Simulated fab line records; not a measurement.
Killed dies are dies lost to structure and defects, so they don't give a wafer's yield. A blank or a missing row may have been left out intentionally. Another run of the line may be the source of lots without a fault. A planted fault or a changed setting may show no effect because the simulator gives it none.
A lot that was struck, set against a sound lot	flow gf180mcu	30 steps out of a route of 602
Sound: these wafers, L591.1, L591.3, L591.5. Struck: wafer L593.2 (left out: L593.1, L593.3 of the same lot, which were not struck); the cause appears at the end.
Order at every step that has rows: each side's tool, ch and its chambers, its first start. Under that, the readings that differ: sound wafers	struck wafers	difference of the means	sigmas: that difference in standard deviations of wafers without a fault.
alike: same words and numbers on both sides, and readings whose means sit less than 2 such deviations apart. not compared: any withheld reading, any reading some wafer has no value for, any bound like >300 that may hide the same value, and any number with overlapping values for which the record gives no deviation.
The two part at a step that has a row with sigmas, a row that says differs or no value, or rows on one side only. Non-overlapping numbers with no deviation appear without sigmas and do not part them. A reading that every wafer of one side lacks parts them only if that side has two wafers or more.

first, 4 steps without rows for these wafers: GF_M1_SOFTBAKE_10 (time 60 s); GF_M1_EXPOSE_11 (exposes mask Metal1, target cd 230 nm); GF_M1_PEB_12 (peb time 90 s); GF_M1_DEVELOP_13 (develop time 60 s).
GF_M1_CD_MEAS_14: target cd 230 nm.
  struck on cd-sem-01, day 19 01:28; sound on cd-sem-01, day 18 11:07
  alike: cd-nm
GF_M1_OVL_MEAS_15:
  struck on overlay-02, day 19 01:35; sound on overlay-01, day 18 11:14
reading	sound	struck	difference	sigmas
M1_OVL (nm)	-17 -19 -14	3	+20	+3
GF_M1_METAL_ETCH_16: etches the open film in Cl2/BCl3, stops on SiO2, target depth 627.5 nm, time 104.6 s.
  sound on rie-metal-02 ch 0,1, day 18 11:16; struck on rie-metal-01 ch 0, day 19 01:37
  alike: drypump-motor-current-A, oes-product-au, throttle-valve-pct
  not compared: rf-hours-counter-h
GF_M1_STRIP_17: strips in O2/N2.
  sound on plasma-asher-01 ch 0,1, day 18 11:23; struck on plasma-asher-01 ch 0, day 19 01:44
  alike: drypump-motor-current-A, heater-power-w, oes-product-au, strip-time-to-endpoint-s
  not compared: rf-hours-counter-h
then, 3 steps without rows for these wafers: GF_M1_STRIP_18 (strips in post etch residue remover, time 1200 s); GF_M1_CLEAN_19 (cleans in DIW); GF_V1_CVD_00 (deposits SiO2, target thk 600 nm, time 100 s).
GF_V1_THK_MEAS_01:
  struck on film-metro-04, day 19 02:20; sound on film-metro-02, day 18 12:01
  alike: V1_CVD_00_THK
GF_V1_CVD_02: deposits SiO2 from TEOS, target thk 850 nm, time 94.851 s.
  sound on pecvd-02 ch 0,1,2, day 18 12:04; struck on pecvd-02 ch 0, day 19 02:23
  alike: heater-power-w
GF_V1_THK_MEAS_03:
  struck on film-metro-02, day 19 02:28; sound on film-metro-02, day 18 12:08
reading	sound	struck	difference	sigmas
V1_CVD_02_THK (nm)	852 837 847	734	-111	-8
GF_V1_CMP_04: polishes SiO2.
  sound on cmp-01 ch 1,2,3, day 18 12:15; struck on cmp-01 ch 2, day 19 02:34
  alike: motor-current-A, time-to-endpoint-s
GF_V1_BOW_MEAS_05:
  struck on film-metro-02, day 19 02:49; sound on film-metro-02, day 18 12:30
  alike: V1_BOW
then, 8 steps without rows for these wafers: GF_V1_DEHYDRATE_06 (time 60 s); GF_V1_HMDS_07 (prime time 60 s); GF_V1_COAT_08; GF_V1_COAT_09 (resist thk 1000 nm); GF_V1_SOFTBAKE_10 (time 60 s); GF_V1_EXPOSE_11 (exposes mask Via1, target cd 260 nm); GF_V1_PEB_12 (peb time 90 s); GF_V1_DEVELOP_13 (develop time 60 s).
GF_V1_CD_MEAS_14: target cd 260 nm.
  struck on cd-sem-02, day 20 03:27; sound on cd-sem-01, day 19 12:18
  alike: cd-nm
GF_V1_OVL_MEAS_15:
  struck on overlay-02, day 20 03:34; sound on overlay-02, day 19 12:25
  alike: V1_OVL
GF_V1_ETCH_16: etches BARC in N2/H2.
  sound on rie-diel-01 ch 0,2,3, day 19 12:27; struck on rie-diel-02 ch 2, day 20 03:36
  alike: drypump-motor-current-A, oes-product-au, throttle-valve-pct
GF_V1_ETCH_17: etches SiO2 in C4F8/O2/Ar, stops on TiN, target depth 630 nm.
  sound on rie-diel-01 ch 0,2,3; struck on rie-diel-02 ch 2
reading	sound	struck	difference	sigmas
oes-product-au (a.u.)	0.862 0.858 0.852	0.777	-0.080	-16
GF_V1_STRIP_18: strips in O2/N2.
  sound on plasma-asher-03 ch 0,1, day 19 12:35; struck on plasma-asher-02 ch 1, day 20 03:44
  alike: drypump-motor-current-A, heater-power-w, oes-product-au
  not compared: rf-hours-counter-h
-- the record jumps here: 10 days lie between the struck wafers' starts before and after (it left off in module V1 and takes up again in module PASSIVATION, whose first step shown is number 602 of the route) --
GF_PASSIVATION_PROBE_99:
  record: rows for the struck wafers here (prober-02, day 30 14:32), none for the sound ones

== WHERE THEY PART ==
Earliest at GF_M1_OVL_MEAS_15; latest, in this record, at GF_PASSIVATION_PROBE_99.

WHY: what the simulator had put in
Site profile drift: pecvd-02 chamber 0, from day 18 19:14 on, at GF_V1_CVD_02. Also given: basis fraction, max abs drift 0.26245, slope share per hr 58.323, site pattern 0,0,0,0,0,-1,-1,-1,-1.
